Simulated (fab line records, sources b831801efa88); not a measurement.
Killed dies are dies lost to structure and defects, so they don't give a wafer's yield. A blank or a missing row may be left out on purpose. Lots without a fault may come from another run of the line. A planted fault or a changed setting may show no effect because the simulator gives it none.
One fault seen from 2 desks | flow sky130 | each desk has only its own numbers; what lay behind them comes last

THE METROLOGY DESK
What the gauges read, lot by lot, whatever tool the lot ran on: means of the sampled wafers that have a number. A lot is out of limits, marked OUT, if its mean lies more than 4 standard deviations from the usual mean; the brackets give that distance.
Columns: A = PASSIVATION_CVD_00_THK at SKY_PASSIVATION_THK_MEAS_01, usual 90.4 nm
lot  | first seen here | A
L558 | day 44 14:48    | 90.9
L559 | day 44 20:13    | 90.9
L561 | day 45 06:39    | 91.5
L566 | day 46 13:28    | 90.6
L570 | day 47 08:50    | 73.8 (-17) OUT
L571 | day 47 16:19    | 55.6 (-35) OUT
L575 | day 48 07:49    | 89.2
L579 | day 49 06:19    | 89.6
L580 | day 49 11:04    | 90.9
L581 | day 49 16:24    | 90.2
This desk's finding: out of limits on L570, L571; first on L570, day 47 08:50 (PASSIVATION_CVD_00_THK at SKY_PASSIVATION_THK_MEAS_01). In limits: L558, L559, L561, L566, L575, L579, L580, L581.

THE TOOL OWNER'S DESK: pecvd-02
The tool's own readings at SKY_PASSIVATION_CVD_00 (deposits SiO2, target thk 90 nm): means of the sampled wafers that have a number, for each lot that ran on this tool. A lot is out of limits, marked OUT, if its mean lies more than 4 standard deviations from the usual mean; the brackets give that distance.
Columns: A = heater_power_w at SKY_PASSIVATION_CVD_00, usual 616 W
lot  | first seen here | A
L559 | day 44 20:11    | 633
L561 | day 45 06:37    | 641
L570 | day 47 08:47    | 667
L571 | day 47 16:17    | 662
This desk's finding: nothing out of limits on any of the 4 lots.

PUT TOGETHER
The metrology desk could have raised an alarm at day 47 08:50, on L570, L571.
The tool owner's desk saw nothing out of limits.
The tool owner's desk has L570, L571 on record, within its limits.
Of the lots named, all ran SKY_PASSIVATION_CVD_00 on pecvd-02.

WHAT THE SIMULATOR HAD PUT IN
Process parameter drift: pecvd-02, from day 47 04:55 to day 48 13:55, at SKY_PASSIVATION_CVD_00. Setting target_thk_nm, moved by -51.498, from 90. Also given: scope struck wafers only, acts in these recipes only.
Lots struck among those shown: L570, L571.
Hours from the fault's start to each desk's first reading out of limits: the metrology desk, 4.
